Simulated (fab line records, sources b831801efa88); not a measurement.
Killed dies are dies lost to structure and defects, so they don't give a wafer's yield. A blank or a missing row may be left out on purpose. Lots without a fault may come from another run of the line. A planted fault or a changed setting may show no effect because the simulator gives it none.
fab line records | flow sfq_line | part 1 of 2: steps 1 to 25 of 36
record lots=5 wafers=15 last_day=80
route steps=325 shown C5@242 M6@251 I6@266
lots that met no fault: from a run of the same line without faults
start_h: hours from the record's first day to the start of the lot's first wafer shown | wait_h: hours since the lot's step before | " the same as in the row above | L1.1+2: a row that stands for several wafers | - no value, or no start given | * or withheld: withheld | < > ~ a bound
route shown NAME@n: a module of which the file shows steps, and the number in the route of the first | usual: mean/standard deviation of fault-free wafers | same: alike in all rows | chamber/n: place in a boat | sites: the reading at each site | _std_site: their standard deviation | _edge_site: outer sites' mean less inner sites' | radius_mm: how far each site lies from the wafer's centre | mask NAME#n: copy n | behind: the tool/chamber that last shaped the wafer | hold: why the lot was held/for how many hours/how that ended | device: the transistor (n, p or np) that didn't switch | end of line: the same wafers' tests at the end of the route | a step without rows: its recipe alone | killed: dies lost to structure and defects at the first sort, not the wafer's yield | map: a wafer's dies, x killed, . not, _ none there
set.NAME: the setting as run; set.NAME@STEP: as run at that earlier step | model.NAME: the simulator's own value behind a step, which no gauge read
lots at some steps of the route; a table a step, a row a wafer
services: from which hour (start_h, from the record's first day; less than 0 if before it) a tool's chamber was out of use, for how many hours, and why
## steps
# step SFQ_TRILAYER_C5_LITHO_SOFTBAKE_155
# recipe temp_c=withheld time_s=withheld resist=KrF
# columns lot.wafer tool chamber start_h wait_h
L075.2+3+5 litho_track-03 0 1385.13 0.2
L084.3+5+6 litho_track-04 0 1459.66 0.2
L087.1+2+5 litho_track-03 0 1598.29 0.2
L088.1+4+5 litho_track-04 0 1606.91 0.2
L096.4+5+6 litho_track-04 0 1627.68 0.2
# step SFQ_TRILAYER_C5_LITHO_EXPOSE_152
# recipe mask_id=C5 na=0.6 source_shape=conventional sigma_outer=0.65 target_cd_nm=500 dose_mj=21.3
# usual stage_vel_mm_s=500.06/0.24
# same sigma_outer=0.65
# columns lot.wafer tool chamber start_h wait_h mask stage_vel_mm_s
L075.2 krf_scanner-01 0 1418.46 - C5#0 500.04
L075.3 " 0 " " C5#0 500.16
L075.5 " 0 " " C5#0 499.94
L084.3 krf_scanner-01 0 1562.61 - C5#0 499.64
L084.5 " 0 " " C5#0 499.81
L084.6 " 0 " " C5#0 499.60
L087.1 krf_scanner-02 0 - - C5#0 499.88
L087.2 " 0 " " C5#0 499.88
L087.5 " 0 " " C5#0 499.91
L088.1 krf_scanner-02 0 1694.27 - C5#0 500.08
L088.4 " 0 " " C5#0 500.14
L088.5 " 0 " " C5#0 500.40
L096.4 krf_scanner-02 0 1719.87 - C5#0 499.95
L096.5 " 0 " " C5#0 500.01
L096.6 " 0 " " C5#0 500.05
# step SFQ_TRILAYER_C5_LITHO_PEB_154
# recipe peb_temp_c=115 peb_time_s=60 resist=KrF
# columns lot.wafer tool chamber start_h wait_h
L075.2+3+5 litho_track-04 0 1419.49 0.8
L084.3+5+6 litho_track-02 0 1563.46 0.7
L087.1+2+5 litho_track-04 0 - -
L088.1+4+5 litho_track-03 0 1695.47 1.0
L096.4+5+6 litho_track-04 0 1720.55 0.5
# step SFQ_TRILAYER_C5_LITHO_DEVELOP_153
# recipe time_s=60 resist=KrF
# columns lot.wafer tool chamber start_h wait_h
L075.2+3+5 litho_track-04 0 1419.64 0.1
L084.3+5+6 litho_track-02 0 1563.61 0.1
L087.1+2+5 litho_track-04 0 1690.98 0.1
L088.1+4+5 litho_track-03 0 1695.62 0.1
L096.4+5+6 litho_track-04 0 1720.70 0.1
# step SFQ_C5_OVL_MEAS_937
# usual C5_OVL=0/5.6
# columns lot.wafer tool chamber start_h wait_h C5_OVL[nm]
L075.2 overlay-02 - 1419.77 0.1 6
L075.3 " - " " 11
L075.5 " - " " 11
L084.3 overlay-02 - 1563.72 0.1 -10
L084.5 " - " " -7
L084.6 " - " " -11
L087.1 overlay-01 - 1691.13 0.1 1
L087.2 " - " " 2
L087.5 " - " " -1
L088.1 overlay-01 - 1695.77 0.1 7
L088.4 " - " " 4
L088.5 " - " " 4
L096.4 overlay-01 - 1720.79 0.1 -7
L096.5 " - " " -3
L096.6 " - " " -8
# step SFQ_TRILAYER_C5_BARC_OPEN_VIA_ETCH_210
# recipe mask_material=PR chemistry=O2 target_depth_nm=125 target=BARC source_w=500 bias_w=80 pressure_mtorr=30 time_s=41.7
# usual chamber_pressure_mTorr=29.998/0.025 drypump_motor_current_A=5.7/0.48 oes_product_au=0.685/0.0045
# columns lot.wafer tool chamber start_h wait_h chamber_pressure_mTorr drypump_motor_current_A oes_product_au rf_hours_counter_h
L075.2 rie_diel-04 0 1419.80 0.0 29.964 5.0 0.693 9
L075.3 " 1 " " 30.005 5.6 0.684 4
L075.5 " 1 " " 30.024 5.6 0.677 -
L084.3 rie_diel-01 1 1563.74 0.0 30.030 6.1 0.675 11
L084.5 " 3 " " 29.990 6.1 0.680 -
L084.6 " 0 " " 30.016 6.6 0.686 -
L087.1 rie_diel-03 3 1691.16 0.0 30.004 5.5 0.685 1
L087.2 " 0 " " 30.053 5.8 0.685 20
L087.5 " 2 " " 30.033 5.1 0.686 -
L088.1 rie_diel-03 0 1695.81 0.0 30.005 5.8 0.683 20
L088.4 " 3 " " 30.001 5.5 0.686 2
L088.5 " 2 " " 29.958 5.1 0.691 -
L096.4 rie_diel-01 2 1720.81 0.0 29.988 5.6 0.685 15
L096.5 " 3 " " 29.986 6.0 0.685 -
L096.6 " 2 " " 30.039 5.6 0.683 -
# step SFQ_TRILAYER_C5_ETCH_VIA_ETCH_154
# recipe target=SiO2 mask_material=PR chemistry=CHF3 target_depth_nm=84 source_w=500 bias_w=80 pressure_mtorr=30 time_s=withheld stop_on=Nb
# usual chamber_pressure_mTorr=30.002/0.027 drypump_motor_current_A=5.7/0.48 oes_product_au=0.893/0.0086
# columns lot.wafer tool chamber start_h wait_h chamber_pressure_mTorr drypump_motor_current_A oes_product_au
L075.2 rie_diel-04 0 1419.84 0.0 29.983 5.0 0.896
L075.3 " 1 " " 30.051 5.6 0.885
L075.5 " 1 " " 29.977 5.6 0.893
L084.3 rie_diel-01 1 1563.78 0.0 30.021 6.1 0.892
L084.5 " 3 " " 30.009 6.1 0.893
L084.6 " 0 " " 29.982 6.6 0.891
L087.1 rie_diel-03 3 1691.20 0.0 29.989 5.5 0.891
L087.2 " 0 " " 29.966 5.8 0.902
L087.5 " 2 " " 29.994 5.1 0.909
L088.1 rie_diel-03 0 1695.85 0.0 30.003 5.8 0.916
L088.4 " 3 " " 30.025 5.5 0.898
L088.5 " 2 " " 30.014 5.1 0.898
L096.4 rie_diel-01 2 1720.85 0.0 30.020 5.6 0.894
L096.5 " 3 " " 30.004 6.1 0.894
L096.6 " 2 " " 30.006 5.6 0.893
# step SFQ_TRILAYER_C5_STRIP_STRIP_155
# recipe gas=O2 power_w=200 platen_temp_c=40 overash_fraction=0.65 chemistry=O2 pressure_mtorr=50
# usual chamber_pressure_mTorr=50.00/0.043 drypump_motor_current_A=5.8/0.63 oes_product_au=1.005/0.0092
# columns lot.wafer tool chamber start_h wait_h chamber_pressure_mTorr drypump_motor_current_A oes_product_au rf_hours_counter_h
L075.2 rie_metal-04 1 1419.89 - 50.02 4.8 1.001 138
L075.3 " 1 " " 50.00 4.8 0.996 -
L075.5 " 0 " " 50.06 5.7 1.009 -
L084.3 rie_metal-01 1 1564.03 - 49.94 6.3 1.006 -
L084.5 " 1 " " 50.03 6.3 1.016 -
L084.6 " 0 " " 49.95 5.3 1.003 -
L087.1 rie_metal-04 0 1691.25 - 50.00 5.7 1.003 36
L087.2 " 1 " " 50.03 4.8 1.012 19
L087.5 " 0 " " 50.00 5.7 1.007 -
L088.1 rie_metal-04 0 1695.89 - 50.03 5.7 0.996 37
L088.4 " 1 " " 49.97 4.7 1.008 -
L088.5 " 0 " " 49.90 5.7 1.005 -
L096.4 rie_metal-01 0 1721.49 - 49.99 5.3 0.991 -
L096.5 " 0 " " 49.95 5.3 1.008 -
L096.6 " 0 " " 50.02 5.3 0.996 -
# step SFQ_TRILAYER_C5_STRIP_SOLV_CLEAN_156
# recipe chemistry=NMP temp_c=70 time_s=600
# usual temp_c=70.01/0.12
# columns lot.wafer tool chamber start_h wait_h temp_c
L075.2 wet_bench-01 3 1420.49 0.4 70.23
L075.3 " 6 " " 70.11
L075.5 " 2 " " 70.18
L084.3 wet_bench-02 4 1564.43 0.2 70.16
L084.5 " 0 " " 70.05
L084.6 " 5 " " 70.03
L087.1 wet_bench-01 0 1691.85 0.4 70.05
L087.2 " 2 " " 69.96
L087.5 " 7 " " 69.93
L088.1 wet_bench-01 6 1696.49 0.4 69.85
L088.4 " 2 " " 69.99
L088.5 " 3 " " 70.05
L096.4 wet_bench-01 0 1722.09 0.4 69.92
L096.5 " 7 " " 69.89
L096.6 " 1 " " 69.91
# step SFQ_TRILAYER_M6_DEP_PRE_CLEAN_158
# recipe gas=Ar time_s=22.5 bias_v=250
# columns lot.wafer tool chamber start_h wait_h
L075.2+3+5 pvd_sputter-04 - 1420.66 0.0
L084.3+5+6 pvd_sputter-04 - 1564.61 0.0
L087.1+2+5 pvd_sputter-06 - 1692.03 0.0
L088.1+4+5 pvd_sputter-05 - 1696.67 0.0
L096.4+5+6 pvd_sputter-06 - 1722.27 0.0
# step SFQ_TRILAYER_M6_DEP_SPUTTER_157
# recipe material=Nb base_pressure_pa=1.33e-06 chamber_pressure_pa=0.1333 substrate_temp_c=20 target_thk_nm=200 power_w=2000 time_s=133.3
# usual throttle_valve_pct=29.8/1
# columns lot.wafer tool chamber start_h wait_h throttle_valve_pct
L075.2 pvd_sputter-04 - 1420.69 0.0 31.0
L075.3 " - " " 30.9
L075.5 " - " " 31.0
L084.3 pvd_sputter-04 - 1564.64 0.0 30.7
L084.5 " - " " 31.9
L084.6 " - " " 28.8
L087.1 pvd_sputter-06 - 1692.06 0.0 29.6
L087.2 " - " " 30.8
L087.5 " - " " 28.6
L088.1 pvd_sputter-05 - 1696.70 0.0 29.4
L088.4 " - " " 29.5
L088.5 " - " " 29.3
L096.4 pvd_sputter-06 - 1722.30 0.0 28.7
L096.5 " - " " 29.5
L096.6 " - " " 30.7
# step SFQ_M6_RS_MEAS_938
# recipe thk_meas_gauge=four-point-probe reads=Nb_of_TRILAYER_M6_DEP_SPUTTER_157
# usual M6_NB_RS=0.889/0.012
# columns lot.wafer tool chamber start_h wait_h M6_NB_RS[ohm/sq]
L075.2 film_metro-04 - 1420.80 0.1 0.909
L075.3 " - " " 0.903
L075.5 " - " " 0.908
L084.3 film_metro-03 - 1564.77 0.1 0.874
L084.5 " - " " 0.897
L084.6 " - " " 0.901
L087.1 film_metro-04 - 1692.15 0.0 0.883
L087.2 " - " " 0.883
L087.5 " - " " 0.886
L088.1 film_metro-03 - 1696.79 0.0 0.877
L088.4 " - " " 0.884
L088.5 " - " " 0.898
L096.4 film_metro-02 - 1722.45 0.1 0.893
L096.5 " - " " 0.904
L096.6 " - " " 0.888
# step SFQ_TRILAYER_M6_LITHO_COAT_164
# recipe resist=BARC spin_rpm=3000 resist_thk_nm=62
# columns lot.wafer tool chamber start_h wait_h
L075.2+3+5 litho_track-04 0 1421.01 0.1
L084.3+5+6 litho_track-01 0 1565.01 0.1
L087.1+2+5 litho_track-04 0 1692.33 0.1
L088.1+4+5 litho_track-04 0 1696.97 0.1
L096.4+5+6 litho_track-02 0 1722.72 0.2
# step SFQ_TRILAYER_M6_LITHO_COAT_159
# recipe resist=KrF spin_rpm=3000 resist_thk_nm=600
# columns lot.wafer tool chamber start_h wait_h
L075.2+3+5 litho_track-04 0 1421.31 0.2
L084.3+5+6 litho_track-01 0 1565.31 0.2
L087.1+2+5 litho_track-04 0 1692.63 0.2
L088.1+4+5 litho_track-04 0 1697.27 0.2
L096.4+5+6 litho_track-02 0 1723.02 0.2
# step SFQ_TRILAYER_M6_LITHO_SOFTBAKE_163
# recipe temp_c=withheld time_s=withheld resist=KrF
# columns lot.wafer tool chamber start_h wait_h
L075.2+3+5 litho_track-04 0 1421.59 0.2
L084.3+5+6 litho_track-01 0 1565.56 0.2
L087.1+2+5 litho_track-04 0 1692.93 0.2
L088.1+4+5 litho_track-04 0 1697.57 0.2
L096.4+5+6 litho_track-02 0 1723.24 0.2
# step SFQ_TRILAYER_M6_LITHO_EXPOSE_160
# recipe mask_id=M6 na=0.6 source_shape=conventional sigma_outer=0.65 target_cd_nm=500 dose_mj=14.4
# usual stage_vel_mm_s=499.97/0.27
# same sigma_outer=0.65
# columns lot.wafer tool chamber start_h wait_h mask stage_vel_mm_s
L075.2 krf_scanner-01 0 1447.26 - M6#0 500.08
L075.3 " 0 " " M6#0 500.04
L075.5 " 0 " " M6#0 499.58
L084.3 krf_scanner-01 0 1705.45 - M6#0 500.24
L084.5 " 0 " " M6#0 500.34
L084.6 " 0 " " M6#0 499.99
L087.1 krf_scanner-01 0 1733.85 - M6#0 499.83
L087.2 " 0 " " M6#0 500.06
L087.5 " 0 " " M6#0 499.94
L088.1 krf_scanner-01 0 1735.05 - M6#0 500.01
L088.4 " 0 " " M6#0 499.95
L088.5 " 0 " " M6#0 499.89
L096.4 krf_scanner-01 0 1758.45 - M6#0 500.39
L096.5 " 0 " " M6#0 500.19
L096.6 " 0 " " M6#0 499.98
# step SFQ_TRILAYER_M6_LITHO_PEB_162
# recipe peb_temp_c=115 peb_time_s=60 resist=KrF
# columns lot.wafer tool chamber start_h wait_h
L075.2+3+5 litho_track-02 0 1448.29 0.8
L084.3+5+6 litho_track-04 0 1706.30 0.7
L087.1+2+5 litho_track-01 0 1735.05 1.0
L088.1+4+5 litho_track-01 0 1736.25 1.0
L096.4+5+6 litho_track-04 0 1759.13 0.5
# step SFQ_TRILAYER_M6_LITHO_DEVELOP_161
# recipe time_s=60 resist=KrF
# columns lot.wafer tool chamber start_h wait_h
L075.2+3+5 litho_track-02 0 1448.44 0.1
L084.3+5+6 litho_track-04 0 1706.45 0.1
L087.1+2+5 litho_track-01 0 1735.20 0.1
L088.1+4+5 litho_track-01 0 1736.40 0.1
L096.4+5+6 litho_track-04 0 1759.28 0.1
# step SFQ_M6_OVL_MEAS_940
# usual M6_OVL=-2/5.1
# columns lot.wafer tool chamber start_h wait_h M6_OVL[nm]
L075.2 overlay-02 - 1448.57 0.1 -10
L075.3 " - " " -3
L075.5 " - " " -8
L084.3 overlay-02 - 1706.56 0.1 4
L084.5 " - " " 1
L084.6 " - " " -3
L087.1 overlay-02 - 1735.35 0.1 -6
L087.2 " - " " -3
L087.5 " - " " 0
L088.1 overlay-02 - 1736.55 0.1 9
L088.4 " - " " -4
L088.5 " - " " 1
L096.4 overlay-02 - 1759.37 0.1 -3
L096.5 " - " " -1
L096.6 " - " " 2
# step SFQ_TRILAYER_M6_BARC_OPEN_METAL_ETCH_206
# recipe mask_material=PR chemistry=O2 target_depth_nm=125 target=BARC icp_w=600 bias_w=80 pressure_mtorr=10 time_s=41.7
# usual chamber_pressure_mTorr=10.001/0.0094 drypump_motor_current_A=5.7/0.49 oes_product_au=0.685/0.0043
# columns lot.wafer tool chamber start_h wait_h chamber_pressure_mTorr drypump_motor_current_A oes_product_au rf_hours_counter_h
L075.2 rie_metal-04 1 1448.60 0.0 10.005 4.7 0.682 144
L075.3 " 1 " " 10.008 4.7 0.680 -
L075.5 " 1 " " 9.983 4.7 0.677 -
L084.3 rie_metal-03 1 1706.61 0.0 10.005 6.1 0.688 -
L084.5 " 0 " " 9.992 5.5 0.683 -
L084.6 " 1 " " 9.999 6.1 0.687 -
L087.1 rie_metal-04 0 1735.39 0.0 9.995 5.6 0.685 44
L087.2 " 1 " " 10.013 4.8 0.688 27
L087.5 " 0 " " 10.011 5.7 0.683 -
L088.1 rie_metal-01 1 1736.59 0.0 10.003 6.3 0.680 3
L088.4 " 1 " " 10.014 6.3 0.687 -
L088.5 " 1 " " 10.005 6.3 0.693 -
L096.4 rie_metal-01 0 1759.41 0.0 10.015 5.3 0.684 -
L096.5 " 1 " " 9.999 6.3 0.687 -
L096.6 " 0 " " 10.000 5.3 0.688 -
# step SFQ_TRILAYER_M6_ETCH_METAL_ETCH_162
# recipe target=Nb stop_on=SiO2 mask_material=PR chemistry=Cl2/Ar target_depth_nm=240 icp_w=600 bias_w=80 pressure_mtorr=10 time_s=120
# usual chamber_pressure_mTorr=10.000/0.0094 drypump_motor_current_A=5.7/0.49 oes_product_au=0.895/0.0079
# columns lot.wafer tool chamber start_h wait_h chamber_pressure_mTorr drypump_motor_current_A oes_product_au rf_hours_counter_h
L075.2 rie_metal-04 1 1448.66 0.0 9.979 4.8 0.879 144
L075.3 " 1 " " 10.002 4.7 0.887 -
L075.5 " 1 " " 10.016 4.8 0.881 -
L084.3 rie_metal-03 1 1706.69 0.1 9.993 6.1 0.903 -
L084.5 " 0 " " 10.001 5.5 0.891 -
L084.6 " 1 " " 9.999 6.1 0.896 -
L087.1 rie_metal-04 0 1735.45 0.0 10.001 5.7 0.900 44
L087.2 " 1 " " 9.986 4.8 0.893 28
L087.5 " 0 " " 9.997 5.7 0.898 -
L088.1 rie_metal-01 1 1736.65 0.0 10.002 6.3 0.902 3
L088.4 " 1 " " 9.987 6.3 0.902 -
L088.5 " 1 " " 9.999 6.3 0.886 -
L096.4 rie_metal-01 0 1759.49 0.1 10.009 5.4 0.894 -
L096.5 " 1 " " 9.975 6.3 0.893 -
L096.6 " 0 " " 10.010 5.3 0.898 -
# step SFQ_TRILAYER_M6_STRIP_STRIP_163
# recipe gas=O2 power_w=200 platen_temp_c=40 overash_fraction=0.65 chemistry=O2 pressure_mtorr=50
# usual chamber_pressure_mTorr=50.00/0.045 drypump_motor_current_A=5.7/0.48 oes_product_au=1.000/0.011
# columns lot.wafer tool chamber start_h wait_h chamber_pressure_mTorr drypump_motor_current_A oes_product_au rf_hours_counter_h
L075.2 rie_metal-04 0 1448.78 0.1 49.92 5.6 1.016 7
L075.3 " 0 " " 50.03 5.7 1.020 -
L075.5 " 0 " " 49.92 5.6 1.012 -
L084.3 rie_metal-03 1 1706.97 0.2 49.97 6.1 0.990 -
L084.5 " 0 " " 49.98 5.5 1.000 -
L084.6 " 1 " " 50.09 6.1 0.997 -
L087.1 rie_metal-04 0 1735.57 0.1 50.03 5.7 1.007 45
L087.2 " 1 " " 50.01 4.8 1.008 28
L087.5 " 0 " " 50.04 5.7 1.023 -
L088.1 rie_metal-01 1 1736.77 0.1 50.00 6.3 1.010 3
L088.4 " 1 " " 49.92 6.3 1.010 -
L088.5 " 1 " " 50.07 6.3 1.010 -
L096.4 rie_metal-01 0 1759.77 0.2 49.99 5.3 0.992 -
L096.5 " 1 " " 49.98 6.3 1.018 -
L096.6 " 0 " " 50.06 5.3 0.987 -
# step SFQ_TRILAYER_M6_STRIP_SOLV_CLEAN_164
# recipe chemistry=NMP temp_c=70 time_s=600
# usual temp_c=69.99/0.13
# columns lot.wafer tool chamber start_h wait_h temp_c
L075.2 wet_bench-03 5 1449.78 0.8 70.01
L075.3 " 3 " " 69.86
L075.5 " 0 " " 70.15
L084.3 wet_bench-02 5 1707.37 0.2 69.91
L084.5 " 7 " " 69.92
L084.6 " 1 " " 70.14
L087.1 wet_bench-01 1 1736.17 0.4 70.14
L087.2 " 7 " " 69.88
L087.5 " 2 " " 69.77
L088.1 wet_bench-02 4 1737.37 0.4 69.89
L088.4 " 5 " " 70.19
L088.5 " 3 " " 70.32
L096.4 wet_bench-01 3 1760.17 0.2 69.82
L096.5 " 6 " " 70.08
L096.6 " 7 " " 70.02
# step SFQ_TRILAYER_I6_DEP_PECVD_165
# recipe material=SiO2 temp_c=150 time_s=111.11 pressure_torr=2.4 rf_w=183.3 precursor=SiH4/N2O target_thk_nm=500
# usual heater_power_w=81/14 throttle_valve_pct=24.5/1
# columns lot.wafer tool chamber start_h wait_h heater_power_w throttle_valve_pct
L075.2 pecvd-01 0 1449.96 0.0 101 23.9
L075.3 " 2 " " 76 24.6
L075.5 " 0 " " 105 23.8
L084.3 pecvd-03 1 1707.55 0.0 74 25.2
L084.5 " 0 " " 70 26.6
L084.6 " 1 " " 76 24.9
L087.1 pecvd-03 2 1736.35 0.0 61 23.3
L087.2 " 0 " " 71 26.8
L087.5 " 1 " " 74 25.3
L088.1 pecvd-01 0 1737.55 0.0 101 24.1
L088.4 " 2 " " 75 25.1
L088.5 " 0 " " 105 24.1
L096.4 pecvd-04 1 1760.39 0.0 82 24.0
L096.5 " 2 " " 101 25.3
L096.6 " 0 " " 78 23.8
# step SFQ_TRILAYER_I6_CMP_CMP_166
# recipe material=SiO2 down_force_psi=3 platen_rpm=60 pad_velocity_m_s=0.94248
# usual edge_zone_pressure_frac=1.001/0.0044 motor_current_A=10.3/0.89 time_to_endpoint_s=220/9.2
# columns lot.wafer tool chamber start_h wait_h edge_zone_pressure_frac motor_current_A time_to_endpoint_s
L075.3 cmp-01 2 1484.89 34.9 0.994 10.8 216
L075.2 " 3 " " 0.991 9.4 223
L075.5 " 0 " " 1.006 10.7 212
L084.3 cmp-02 0 1709.17 1.6 1.000 11.3 206
L084.6 " 1 " " 1.000 9.5 213
L084.5 " 2 " " 0.998 11.7 202
L087.2 cmp-02 1 1736.84 0.5 1.005 10.2 226
L087.1 " 3 1737.92 1.5 1.008 10.0 208
L087.5 " 1 1739.00 2.6 1.005 10.2 220
L088.1 cmp-02 2 1740.61 3.0 0.992 10.9 211
L088.4 " 0 1741.69 4.1 1.001 11.3 224
L088.5 " 2 1742.77 5.1 0.998 11.2 223
L096.4 cmp-02 2 1768.54 8.1 1.008 11.4 218
L096.6 " 0 1769.54 9.1 1.005 11.6 218
L096.5 " 1 " " 0.999 9.7 232
